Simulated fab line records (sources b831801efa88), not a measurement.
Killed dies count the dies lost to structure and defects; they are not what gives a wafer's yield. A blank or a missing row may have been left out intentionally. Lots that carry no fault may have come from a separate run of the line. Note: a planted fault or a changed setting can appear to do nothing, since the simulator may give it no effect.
Which tool was responsible? -- flow sky130 -- Sampling: 12 lots, 36 wafers, 5 of 708 route steps

== WHAT THE GAUGES SHOWED, per wafer ==
SKY_VIA4_RS_MEAS_19: measures by four-point-probe.
lot,measured,on,VIA4_W_RS (ohm/sq)
L075,day 43 02:23,film-metro-02,0.2321 0.2297 0.2296
L077,day 43 20:42,film-metro-03,0.2340 0.2347 0.2309
L079,day 44 12:50,film-metro-02,0.2291 0.2301 0.2278
L081,day 45 03:02,film-metro-01,0.2246 0.2285 0.2248
L082,day 45 16:52,film-metro-02,0.2254 0.2275 0.2236
L086,day 46 06:38,film-metro-03,0.2295 0.2313 0.2248
L087,day 46 19:05,film-metro-03,0.2257 0.2289 0.2235
L089,day 47 03:44,film-metro-02,0.2260 0.2283 0.2261
L091,day 47 09:35,film-metro-02,0.2297 0.2287 0.2286
L093,day 48 01:47,film-metro-03,0.2307 0.2312 0.2314
L095,day 48 15:53,film-metro-02,0.2288 0.2261 0.2256
L096,day 49 03:17,film-metro-01,0.2318 0.2288 0.2306

== WHAT TOOL EACH LOT RAN ON (gives the tool, then ch and the chambers of the sampled wafers, and finally the start) ==
lot,SKY_CONTACT_ETCH_18,SKY_METAL3_STRIP_19,SKY_METAL4_STRIP_19,SKY_VIA4_CMP_02
L075,"rie-diel-02 ch 1,2,3, day 38 18:47 or earlier","plasma-asher-02 ch 0,1, day 38 18:47","plasma-asher-04 ch 1, day 42 00:42","cmp-01 ch 0,3, day 42 01:32"
L077,"rie-diel-02 ch 0,1,3, day 39 14:24 or earlier","plasma-asher-04 ch 1, day 39 14:24","plasma-asher-04 ch 0,1, day 42 19:44","cmp-01 ch 0,1,2, day 42 20:37"
L079,"rie-diel-02 ch 0,1,3, day 40 09:42 or earlier","plasma-asher-04 ch 0, day 40 09:42","plasma-asher-03 ch 0,1, day 43 12:32","cmp-01 ch 0,1,2, day 43 13:25"
L081,"rie-diel-02 ch 1,2,3, day 41 00:07 or earlier","plasma-asher-04 ch 0,1, day 41 00:07","plasma-asher-01 ch 0,1, day 44 02:45","cmp-01 ch 0,1,2, day 44 03:35"
L082,"rie-diel-02 ch 0,1, day 41 15:43 or earlier","plasma-asher-02 ch 0, day 41 15:43","plasma-asher-03 ch 0, day 44 17:34","cmp-01 ch 0,3, day 44 18:24"
L086,"rie-diel-04 ch 1,2,3, day 42 06:55 or earlier","plasma-asher-02 ch 0,1, day 42 06:55","plasma-asher-04 ch 0,1, day 45 07:20","cmp-02 ch 0,1,2, day 45 08:16"
L087,"rie-diel-02 ch 0,1,3, day 42 22:19 or earlier","plasma-asher-02 ch 0,1, day 42 22:19","plasma-asher-04 ch 1, day 45 20:37","cmp-02 ch 1,3, day 45 21:29"
L089,"rie-diel-02 ch 1,3, day 43 06:34 or earlier","plasma-asher-03 ch 0,1, day 43 06:34","plasma-asher-01 ch 0,1, day 46 05:21","cmp-01 ch 0,2, day 46 06:18"
L091,"rie-diel-03 ch 2,3, day 43 14:12 or earlier","plasma-asher-02 ch 0,1, day 43 14:12","plasma-asher-01 ch 0,1, day 46 11:06","cmp-02 ch 1,3, day 46 11:59"
L093,"rie-diel-02 ch 0,2,3, day 44 08:37 or earlier","plasma-asher-03 ch 0,1, day 44 08:37","plasma-asher-03 ch 0,1, day 47 03:58","cmp-01 ch 0,1,2, day 47 04:50"
L095,"rie-diel-04 ch 1,2, day 45 00:02 or earlier","plasma-asher-04 ch 0,1, day 45 00:02","plasma-asher-04 ch 0,1, day 47 18:55","cmp-01 ch 0,2,3, day 47 19:45"
L096,"rie-diel-02 ch 0,1,3, day 45 14:10 or earlier","plasma-asher-04 ch 0,1, day 45 14:10","plasma-asher-03 ch 0, day 48 06:20","cmp-02 ch 1,2, day 48 07:31"
- SKY_CONTACT_ETCH_18: etches Si3N4 in CHF3/O2, stops on TiN, time 39 s, target depth 75 nm.
- SKY_METAL3_STRIP_19: strips in O2/N2.
- SKY_METAL4_STRIP_19: strips in O2/N2.
- SKY_VIA4_CMP_02: polishes SiO2.

== THE ANSWER, worked out from the rows above alone ==
Rule: the lots themselves supply what counts as usual. Put in order of their means at a reading, lots are off if they are a third of the lots or fewer, leave a main group of 4 or more, and stand apart from it by a gap of 3 or more times the standard deviation of the main group's means; of several such gaps the widest counts. Not used: any main group whose means are identical at the precision the tables above print for the reading. A lot without any number at a reading at which 4 lots or more have one is off too. Any other lot the step has rows for is counted as sound.
No lot is off on any of the readings shown, so nothing can be concluded from this.

== WHAT HAD BEEN PUT IN BY THE SIMULATOR ==
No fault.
